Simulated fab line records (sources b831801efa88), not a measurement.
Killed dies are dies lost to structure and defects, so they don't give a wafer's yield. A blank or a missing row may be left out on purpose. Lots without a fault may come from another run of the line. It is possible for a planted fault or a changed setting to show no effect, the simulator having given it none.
The same fault as seen by 2 desks + flow gf180mcu + each desk holds nothing but its own numbers, with what lay behind them at the end

== METROLOGY DESK ==
What the gauges read, lot by lot, whatever tool the lot ran on: means of the sampled wafers that have a number. The brackets show how far a lot's mean lies from the usual mean; more than 4 standard deviations puts the lot out of limits, marked OUT.
Columns: A = DUAL_GATE_OXIDATION_00_THK at GF_DUAL_GATE_THK_MEAS_03, usual 10.79 nm; B = cdNm at GF_V1_CD_MEAS_14, usual 260.3 nm
| lot  | first seen here | A                | B     |
|------|-----------------|------------------|-------|
| L531 | day 7 21:58     | 11.05            | 261.6 |
| L533 | day 8 11:31     | 10.58            | 261.1 |
| L535 | day 9 03:44     | 10.85            | 261.7 |
| L536 | day 9 14:28     | 10.72            | 258.1 |
| L537 | day 9 15:57     | 11.00            | 261.3 |
| L538 | day 10 01:47    | 12.11 (+6.3) OUT | 261.1 |
| L539 | day 10 14:49    | 11.96 (+5.6) OUT | 260.0 |
| L549 | day 13 01:54    | 11.07            | 259.5 |
| L550 | day 13 09:04    | 10.88            | 261.0 |
| L551 | day 13 15:07    | 10.64            | 261.2 |
| L552 | day 13 22:28    | 10.68            | 260.2 |
| L553 | day 14 08:17    | 11.04            | 260.0 |
Finding of this desk: L538, L539 out of limits, first seen on L538 at day 10 01:47 (DUAL_GATE_OXIDATION_00_THK at GF_DUAL_GATE_THK_MEAS_03). L531, L533, L535, L536, L537, L549, L550, L551, L552, L553: within limits.

== FOR THE TOOL OWNER'S DESK: furnace-01 ==
The tool's own readings at GF_DUAL_GATE_OXIDATION_02 (stabilise 600 s, purge 300 s, target thk 10.887 nm): means of the sampled wafers that have a number, for each lot that ran on this tool. The brackets show how far a lot's mean lies from the usual mean; more than 4 standard deviations puts the lot out of limits, marked OUT.
Columns: A = zonePowerLowerPct at GF_DUAL_GATE_OXIDATION_02, usual 19.1 %; B = zonePowerTopPct at GF_DUAL_GATE_OXIDATION_02, usual 39.2 %
| lot  | first seen here | A    | B    |
|------|-----------------|------|------|
| L533 | day 8 10:04     | 21.0 | 39.9 |
| L536 | day 9 13:01     | 21.1 | 39.5 |
| L538 | day 10 00:20    | 21.1 | 39.6 |
| L539 | day 10 13:22    | 21.1 | 39.6 |
| L552 | day 13 21:00    | 21.2 | 39.9 |
This desk's verdict: no lot among the 5 shows anything out of limits.

== PUT TOGETHER ==
An alarm was possible from the metrology desk at day 10 01:47, on L538, L539.
The desk of the tool owner found nothing out of limits.
The tool owner's desk has L538, L539 on record, within its limits.
On furnace-01, each named lot ran GF_DUAL_GATE_OXIDATION_02.

== WHAT HAD BEEN PUT IN BY THE SIMULATOR ==
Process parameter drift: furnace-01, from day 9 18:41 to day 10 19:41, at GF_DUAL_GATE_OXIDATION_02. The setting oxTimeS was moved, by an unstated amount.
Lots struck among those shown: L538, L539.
Per desk, hours elapsed from the start of the fault to the first reading out of limits: for the metrology desk, 7.
